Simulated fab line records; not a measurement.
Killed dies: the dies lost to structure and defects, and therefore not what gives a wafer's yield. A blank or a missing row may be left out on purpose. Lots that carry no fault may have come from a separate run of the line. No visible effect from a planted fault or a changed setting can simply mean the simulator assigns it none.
What tool caused it? | flow sky130 | 14 lots with 42 wafers sampled at 6 steps, on a route of 708 steps

WHAT EACH GAUGE READ, for each wafer
SKY_VIA4_THK_MEAS_01. Usual: VIA4_HDPCVD_THK gives 1744 nm (standard deviation 17).
lot  | measured     | on           | VIA4_HDPCVD_THK (nm) | flag
L525 | day 41 18:23 | filmMetro-01 | 1760 1758 1773       | 
L526 | day 41 18:56 | filmMetro-04 | 1753 1758 1759       | 
L527 | day 42 12:35 | filmMetro-02 | 1766 1760 1767       | 
L529 | day 43 09:46 | filmMetro-02 | 1752 1741 1759       | 
L532 | day 43 20:03 | filmMetro-01 | 1758 1752 1753       | 
L533 | day 44 05:05 | filmMetro-01 | 1699 1737 1714       | 
L534 | day 44 19:23 | filmMetro-01 | 1776 1754 1760       | 
L536 | day 45 00:40 | filmMetro-01 | 1754 1723 1750       | 
L537 | day 45 01:53 | filmMetro-01 | 1736 1772 1735       | 
L540 | day 46 02:24 | filmMetro-01 | 1739 1738 1749       | 
L541 | day 46 08:52 | filmMetro-04 | 1709 1731 1726       | 
L543 | day 46 19:01 | filmMetro-01 | 1769 1742 1767       | 
L546 | day 47 02:37 | filmMetro-01 | 1732 1732 1746       | 
L547 | day 47 13:26 | filmMetro-02 | 1735 1747 1716       | 

SKY_METAL5_RS_MEAS_05: uses a four-point probe to measure. Usual: METAL5_ALCU_RS gives 0.02693 ohm/sq (standard deviation 0.00029).
lot  | measured     | on           | METAL5_ALCU_RS (ohm/sq) | flag
L525 | day 42 19:03 | filmMetro-03 | 0.0267 0.02694 0.02665  | 
L526 | day 42 19:28 | filmMetro-01 | 0.02676 0.02652 0.02687 | 
L527 | day 43 12:56 | filmMetro-01 | 0.02646 0.02702 0.02657 | 
L529 | day 44 09:25 | filmMetro-03 | 0.02674 0.02701 0.02725 | 
L532 | day 44 20:13 | filmMetro-02 | 0.02679 0.02693 0.02698 | 
L533 | day 45 05:05 | filmMetro-03 | 0.02706 0.02691 0.02684 | 
L534 | day 45 18:16 | filmMetro-01 | 0.02743 0.02689 0.02709 | 
L536 | day 45 23:37 | filmMetro-03 | 0.02696 0.02664 0.02692 | 
L537 | day 46 00:50 | filmMetro-03 | 0.0265 0.02634 0.02628  | 
L540 | day 47 01:38 | filmMetro-01 | 0.0275 0.02717 0.02261  | OFF
L541 | day 47 06:16 | filmMetro-02 | 0.02686 0.02658 0.02655 | 
L543 | day 47 16:55 | filmMetro-01 | 0.02726 0.02693 0.02671 | 
L546 | day 48 00:31 | filmMetro-03 | 0.02765 0.02257 0.02261 | OFF
L547 | day 48 10:14 | filmMetro-03 | 0.0266 0.02684 0.02714  | 

SKY_METAL5_THK_MEAS_06: measures by xrf. Usual: METAL5_ALCU_THK gives 1154 nm (standard deviation 15).
lot  | measured     | on           | METAL5_ALCU_THK (nm) | flag
L525 | day 42 19:10 | filmMetro-03 | 1172 1166 1175       | 
L526 | day 42 19:34 | filmMetro-01 | 1163 1169 1155       | 
L527 | day 43 13:02 | filmMetro-01 | 1167 1150 1167       | 
L529 | day 44 09:31 | filmMetro-03 | 1159 1156 1139       | 
L532 | day 44 20:20 | filmMetro-02 | 1161 1143 1153       | 
L533 | day 45 05:11 | filmMetro-03 | 1160 1167 1164       | 
L534 | day 45 18:23 | filmMetro-01 | 1123 1147 1135       | 
L536 | day 45 23:44 | filmMetro-03 | 1161 1167 1165       | 
L537 | day 46 00:56 | filmMetro-03 | 1172 1181 1192       | 
L540 | day 47 01:45 | filmMetro-01 | 1129 1140 1357       | OFF
L541 | day 47 06:22 | filmMetro-02 | 1153 1165 1161       | 
L543 | day 47 17:01 | filmMetro-01 | 1138 1147 1165       | 
L546 | day 48 00:38 | filmMetro-03 | 1126 1386 1381       | OFF
L547 | day 48 10:21 | filmMetro-03 | 1175 1159 1159       | 

WHAT TOOL EACH LOT RAN ON (gives the tool, then ch and the chambers of the sampled wafers, and finally the start)
lot  | SKY_METAL4_DESCUM_15             | SKY_METAL5_SPUTTER_00       | SKY_METAL5_SPUTTER_02
L525 | rieMetal-04 ch 0,1, day 41 17:17 | pvdSputter-04, day 42 18:52 | pvdSputter-04, day 42 18:55
L526 | rieMetal-02 ch 1, day 41 17:40   | pvdSputter-01, day 42 19:14 | pvdSputter-01, day 42 19:17
L527 | rieMetal-04 ch 0,1, day 42 11:21 | pvdSputter-04, day 43 12:44 | pvdSputter-04, day 43 12:47
L529 | rieMetal-02 ch 0,1, day 43 08:35 | pvdSputter-02, day 44 09:14 | pvdSputter-02, day 44 09:16
L532 | rieMetal-04 ch 0,1, day 43 18:50 | pvdSputter-04, day 44 20:03 | pvdSputter-04, day 44 20:06
L533 | rieMetal-02 ch 0,1, day 44 03:59 | pvdSputter-01, day 45 04:53 | pvdSputter-01, day 45 04:56
L534 | rieMetal-02 ch 0,1, day 44 18:16 | pvdSputter-02, day 45 18:05 | pvdSputter-02, day 45 18:08
L536 | rieMetal-01 ch 0,1, day 44 23:32 | pvdSputter-04, day 45 23:26 | pvdSputter-04, day 45 23:29
L537 | rieMetal-04 ch 0,1, day 45 00:46 | pvdSputter-01, day 46 00:39 | pvdSputter-01, day 46 00:42
L540 | rieMetal-01 ch 0,1, day 46 01:17 | pvdSputter-01, day 47 01:28 | pvdSputter-01, day 47 01:31
L541 | rieMetal-01 ch 0,1, day 46 07:44 | pvdSputter-04, day 47 06:04 | pvdSputter-04, day 47 06:07
L543 | rieMetal-04 ch 0,1, day 46 17:54 | pvdSputter-02, day 47 16:43 | pvdSputter-02, day 47 16:46
L546 | rieMetal-01 ch 0,1, day 47 01:25 | pvdSputter-01, day 48 00:21 | pvdSputter-01, day 48 00:23
L547 | rieMetal-02 ch 0,1, day 47 12:20 | pvdSputter-04, day 48 10:04 | pvdSputter-04, day 48 10:07
- SKY_METAL4_DESCUM_15: chemistry O2, time 8 s.
- SKY_METAL5_SPUTTER_00: material Ti, target thk 15 nm, time 10 s.
- SKY_METAL5_SPUTTER_02: material AlCu, target thk 1150 nm, time 61.2 s.

WHAT THE TOOLS THEMSELVES READ (means of the sampled wafers that have a number; where no wafer has one, the mark that the record gives instead)
SKY_METAL4_DESCUM_15. Usual: drypumpMotorCurrentA 6.1 A, standard deviation 0.52; oesProductAu 0.996 a.u., standard deviation 0.0085.
lot  | tool        | drypumpMotorCurrentA (A) | oesProductAu (a.u.) | flag
L525 | rieMetal-04 | 6.4                      | 0.997               | 
L526 | rieMetal-02 | 6.6                      | 0.992               | 
L527 | rieMetal-04 | 6.4                      | 1.002               | 
L529 | rieMetal-02 | 6.1                      | 0.991               | 
L532 | rieMetal-04 | 6.2                      | 0.998               | 
L533 | rieMetal-02 | 5.5                      | 0.994               | 
L534 | rieMetal-02 | 5.5                      | 0.982               | 
L536 | rieMetal-01 | 6.0                      | 0.990               | 
L537 | rieMetal-04 | 6.4                      | 1.001               | 
L540 | rieMetal-01 | 6.1                      | 0.985               | 
L541 | rieMetal-01 | 6.1                      | 1.003               | 
L543 | rieMetal-04 | 6.2                      | 1.001               | 
L546 | rieMetal-01 | 6.1                      | 0.994               | 
L547 | rieMetal-02 | 6.1                      | 0.997               | 

SKY_METAL5_SPUTTER_00. Usual: throttleValvePct at 30.2 %, with a standard deviation of 1.2.
lot  | tool          | throttleValvePct (%) | flag
L525 | pvdSputter-04 | 29.5                 | 
L526 | pvdSputter-01 | 30.9                 | 
L527 | pvdSputter-04 | 29.2                 | 
L529 | pvdSputter-02 | 29.9                 | 
L532 | pvdSputter-04 | 29.4                 | 
L533 | pvdSputter-01 | 30.9                 | 
L534 | pvdSputter-02 | 29.8                 | 
L536 | pvdSputter-04 | 29.6                 | 
L537 | pvdSputter-01 | 31.0                 | 
L540 | pvdSputter-01 | 30.1                 | 
L541 | pvdSputter-04 | 29.8                 | 
L543 | pvdSputter-02 | 28.9                 | 
L546 | pvdSputter-01 | 30.9                 | 
L547 | pvdSputter-04 | 29.8                 | 

SKY_METAL5_SPUTTER_02. Usual: throttleValvePct at 30.2 %, with a standard deviation of 1.2.
lot  | tool          | throttleValvePct (%) | flag
L525 | pvdSputter-04 | 29.6                 | 
L526 | pvdSputter-01 | 30.8                 | 
L527 | pvdSputter-04 | 29.1                 | 
L529 | pvdSputter-02 | 30.0                 | 
L532 | pvdSputter-04 | 29.4                 | 
L533 | pvdSputter-01 | 31.2                 | 
L534 | pvdSputter-02 | 30.0                 | 
L536 | pvdSputter-04 | 29.6                 | 
L537 | pvdSputter-01 | 30.9                 | 
L540 | pvdSputter-01 | 30.1                 | 
L541 | pvdSputter-04 | 29.8                 | 
L543 | pvdSputter-02 | 29.1                 | 
L546 | pvdSputter-01 | 30.8                 | 
L547 | pvdSputter-04 | 29.7                 | 

THE ANSWER, worked out from the rows above alone
Rule: a lot is off if the mean of its wafers that have a number lies more than 3 standard deviations from the usual mean. Also off: a lot with no number at a reading for which 4 or more lots have one. Any other lot the step has rows for is counted as sound. The gauges are gone through in route order, then the tools' own readings, and for those a lot's mean is taken as printed above. At the first step where some lot is off, the reading lying furthest off is the one used; lots without a number count as furthest.
Off: at SKY_METAL5_RS_MEAS_05 (METAL5_ALCU_RS), L540, L546.
A tool fits if, at a process step before that reading, it ran every lot that is off, and no sound lot after the first of them. Gauges at SKY_METAL5_RS_MEAS_05: tried the same way as those tools. One fits: pvdSputter-01 at SKY_METAL5_SPUTTER_00 and SKY_METAL5_SPUTTER_02. At SKY_METAL5_SPUTTER_00 its last sound lot is L537 (day 46 00:39), its first lot that is off L540 (day 47 01:28): a fault that began between those two fits.

WHAT HAD BEEN PUT IN BY THE SIMULATOR
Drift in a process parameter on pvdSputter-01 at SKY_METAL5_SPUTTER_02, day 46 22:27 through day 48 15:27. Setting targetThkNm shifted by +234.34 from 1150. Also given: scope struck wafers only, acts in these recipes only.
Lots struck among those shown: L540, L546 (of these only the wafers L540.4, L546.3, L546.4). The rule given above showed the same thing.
